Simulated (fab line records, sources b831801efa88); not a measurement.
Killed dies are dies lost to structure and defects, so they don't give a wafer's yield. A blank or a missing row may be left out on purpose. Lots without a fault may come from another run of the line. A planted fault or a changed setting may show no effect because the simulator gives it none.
Which tool did it? | flow gf180mcu | 11 lots, 33 wafers sampled, at 7 steps of a route of 602

WHAT THE GAUGES READ, wafer by wafer
GF_V2_THK_MEAS_03. Usual: V2_CVD_02_THK 849 nm, standard deviation 10.
lot  | measured     | on            | V2_CVD_02_THK (nm) | flag
L285 | day 19 14:38 | film_metro-03 | 858 859 857        |
L287 | day 20 11:34 | film_metro-03 | 832 849 852        |
L289 | day 21 01:37 | film_metro-01 | 837 831 848        |
L293 | day 22 11:14 | film_metro-02 | 837 860 864        |
L294 | day 22 18:55 | film_metro-03 | 850 851 858        |
L301 | day 25 23:00 | film_metro-01 | 860 862 854        |
L302 | day 26 08:59 | film_metro-03 | 828 842 844        |
L303 | day 26 09:05 | film_metro-03 | 830 830 833        |
L305 | day 26 19:14 | film_metro-03 | 833 849 844        |
L304 | day 27 03:55 | film_metro-02 | 845 855 851        |
L307 | day 27 14:50 | film_metro-02 | 835 845 863        |

GF_V2_RS_MEAS_24: measures by four-point-probe. Usual: V2_W_RS 0.327 ohm/sq, standard deviation 0.0045.
lot  | measured     | on            | V2_W_RS (ohm/sq)  | flag
L285 | day 20 15:19 | film_metro-02 | 0.328 0.317 0.328 |
L287 | day 21 13:04 | film_metro-02 | 0.326 0.327 0.323 |
L289 | day 22 02:18 | film_metro-01 | 0.324 0.320 0.323 |
L293 | day 23 11:31 | film_metro-02 | 0.327 0.448 0.326 | OFF
L294 | day 23 18:59 | film_metro-03 | 0.320 0.438 0.325 | OFF
L301 | day 26 21:31 | film_metro-03 | 0.323 0.329 0.320 |
L302 | day 27 07:20 | film_metro-03 | 0.328 0.329 0.327 |
L303 | day 27 08:01 | film_metro-02 | 0.333 0.322 0.332 |
L305 | day 27 17:30 | film_metro-03 | 0.328 0.327 0.324 |
L304 | day 28 02:15 | film_metro-01 | 0.333 0.329 0.331 |
L307 | day 28 11:37 | film_metro-01 | 0.328 0.330 0.334 |

GF_V2_THK_MEAS_25: measures by xrf. Usual: V2_W_THK 346 nm, standard deviation 5.2.
lot  | measured     | on            | V2_W_THK (nm) | flag
L285 | day 20 15:24 | film_metro-02 | 342 353 343   |
L287 | day 21 13:11 | film_metro-02 | 343 344 346   |
L289 | day 22 02:25 | film_metro-01 | 351 355 353   |
L293 | day 23 11:38 | film_metro-02 | 342 254 346   | OFF
L294 | day 23 19:05 | film_metro-03 | 354 259 347   | OFF
L301 | day 26 21:37 | film_metro-03 | 349 342 352   |
L302 | day 27 07:28 | film_metro-03 | 343 344 344   |
L303 | day 27 08:08 | film_metro-02 | 335 343 339   |
L305 | day 27 17:37 | film_metro-03 | 343 348 348   |
L304 | day 28 02:22 | film_metro-01 | 341 344 341   |
L307 | day 28 11:44 | film_metro-01 | 347 345 338   |

GF_M3_CD_MEAS_14: target cd 280 nm. Usual: cd_nm 280.2 nm, standard deviation 1.4.
lot  | measured     | on        | cd_nm (nm)        | flag
L285 | day 21 15:23 | cd_sem-02 | 280.7 280.4 280.5 |
L287 | day 22 13:11 | cd_sem-01 | 281.1 281.0 283.0 |
L289 | day 23 02:10 | cd_sem-01 | 282.4 281.3 281.9 |
L293 | day 24 10:48 | cd_sem-01 | 283.3 283.1 283.2 |
L294 | day 24 17:30 | cd_sem-01 | 279.2 280.2 281.0 |
L301 | day 27 18:26 | cd_sem-01 | 278.6 279.7 279.2 |
L302 | day 28 03:59 | cd_sem-02 | 281.3 281.3 280.9 |
L303 | day 28 04:41 | cd_sem-02 | 281.0 279.7 279.6 |
L305 | day 28 13:39 | cd_sem-02 | 281.2 281.1 281.4 |
L304 | day 28 21:45 | cd_sem-02 | 280.4 281.7 280.0 |
L307 | day 29 07:29 | cd_sem-02 | 280.6 279.4 280.5 |

WHICH TOOL RAN EACH LOT (tool, then ch and the chambers of the sampled wafers, then the start)
lot  | GF_M2_SPUTTER_02             | GF_V2_CVD_23                  | GF_V2_CMP_26
L285 | pvd_sputter-04, day 18 14:08 | cvd_w-01 ch 0,1, day 20 15:10 | cmp-01 ch 0,1, day 20 15:29
L287 | pvd_sputter-01, day 19 10:19 | cvd_w-01 ch 0,1, day 21 12:57 | cmp-02 ch 0,3, day 21 13:17
L289 | pvd_sputter-03, day 20 00:55 | cvd_w-01 ch 0,1, day 22 02:10 | cmp-02 ch 1,2,3, day 22 02:28
L293 | pvd_sputter-03, day 21 10:29 | cvd_w-01 ch 1, day 23 11:23   | cmp-01 ch 0,3, day 23 11:41
L294 | pvd_sputter-03, day 21 18:23 | cvd_w-01 ch 0,1, day 23 18:50 | cmp-01 ch 1,2,3, day 23 19:11
L301 | pvd_sputter-03, day 25 01:00 | cvd_w-01 ch 0,1, day 26 21:25 | cmp-01 ch 0,1,2, day 26 21:46
L302 | pvd_sputter-01, day 25 10:46 | cvd_w-02 ch 0,1, day 27 07:13 | cmp-01 ch 0,2,3, day 27 07:37
L303 | pvd_sputter-04, day 25 11:04 | cvd_w-01 ch 0,1, day 27 07:54 | cmp-01 ch 0,1,3, day 27 08:11
L305 | pvd_sputter-04, day 25 22:06 | cvd_w-01 ch 1, day 27 17:22   | cmp-01 ch 0,3, day 27 17:40
L304 | pvd_sputter-03, day 26 05:41 | cvd_w-02 ch 0,1, day 28 02:07 | cmp-01 ch 0,1, day 28 02:25
L307 | pvd_sputter-04, day 26 17:29 | cvd_w-02 ch 0,1, day 28 11:31 | cmp-01 ch 1,2,3, day 28 11:51
- GF_M2_SPUTTER_02: material AlCu, target thk 450 nm, time 23.9 s.
- GF_V2_CVD_23: deposits W, target thk 350 nm, time 104.94 s.
- GF_V2_CMP_26: polishes, stops on SiO2, t overpolish 15 s, target thk 0 nm.

WHAT THE TOOLS THEMSELVES READ (means of the sampled wafers that have a number; where no wafer has one, the mark that the record gives instead)
GF_M2_SPUTTER_02. Usual: cathode_dc_power_W 10600 W, standard deviation 1.9; throttle_valve_pct 30.2 %, standard deviation 1.6.
lot  | tool           | cathode_dc_power_W (W) | throttle_valve_pct (%) | flag
L285 | pvd_sputter-04 | 10601                  | 29.9                   |
L287 | pvd_sputter-01 | 10600                  | 31.7                   |
L289 | pvd_sputter-03 | 10600                  | 28.0                   |
L293 | pvd_sputter-03 | 10601                  | 29.9                   |
L294 | pvd_sputter-03 | 10600                  | 29.7                   |
L301 | pvd_sputter-03 | 10601                  | 28.0                   |
L302 | pvd_sputter-01 | 10600                  | 31.1                   |
L303 | pvd_sputter-04 | 10600                  | 29.7                   |
L305 | pvd_sputter-04 | 10600                  | 29.4                   |
L304 | pvd_sputter-03 | 10600                  | 30.2                   |
L307 | pvd_sputter-04 | 10602                  | 29.8                   |

GF_V2_CVD_23. Usual: heater_power_w 864 W, standard deviation 42.
lot  | tool     | heater_power_w (W) | flag
L285 | cvd_w-01 | 872                |
L287 | cvd_w-01 | 843                |
L289 | cvd_w-01 | 883                |
L293 | cvd_w-01 | 923                |
L294 | cvd_w-01 | 842                |
L301 | cvd_w-01 | 860                |
L302 | cvd_w-02 | 869                |
L303 | cvd_w-01 | 898                |
L305 | cvd_w-01 | 937                |
L304 | cvd_w-02 | 859                |
L307 | cvd_w-02 | 866                |

GF_V2_CMP_26. Usual: motor_current_A 10.4 A, standard deviation 0.86; time_to_endpoint_s 83 s, standard deviation 4.1.
lot  | tool   | motor_current_A (A) | time_to_endpoint_s (s) | flag
L285 | cmp-01 | 11.1                | 85                     |
L287 | cmp-02 | 10.8                | 82                     |
L289 | cmp-02 | 10.7                | 85                     |
L293 | cmp-01 | 10.9                | 75                     |
L294 | cmp-01 | 10.0                | 78                     |
L301 | cmp-01 | 10.4                | 80                     |
L302 | cmp-01 | 10.4                | 79                     |
L303 | cmp-01 | 10.4                | 79                     |
L305 | cmp-01 | 10.8                | 78                     |
L304 | cmp-01 | 11.2                | 81                     |
L307 | cmp-01 | 10.0                | 88                     |

THE ANSWER, worked out from the rows above alone
Rule: a lot is off if the mean of its wafers that have a number lies more than 3 standard deviations from the usual mean. A lot without any number at a reading at which 4 lots or more have one is off too. The other lots that the step has rows for count as sound. The gauges are gone through in route order, then the tools' own readings, and for those a lot's mean is taken as printed above. The first step at which some lot is off is used, and at that step the reading that is off furthest; a lot without a number counts as furthest.
Off: L293, L294, at GF_V2_RS_MEAS_24 (V2_W_RS).
A tool fits if, at a process step before that reading, it ran every lot that is off, and no sound lot after the first of them. The gauges at GF_V2_RS_MEAS_24 are tried like those tools. None of those tried fits.

WHAT THE SIMULATOR HAD PUT IN
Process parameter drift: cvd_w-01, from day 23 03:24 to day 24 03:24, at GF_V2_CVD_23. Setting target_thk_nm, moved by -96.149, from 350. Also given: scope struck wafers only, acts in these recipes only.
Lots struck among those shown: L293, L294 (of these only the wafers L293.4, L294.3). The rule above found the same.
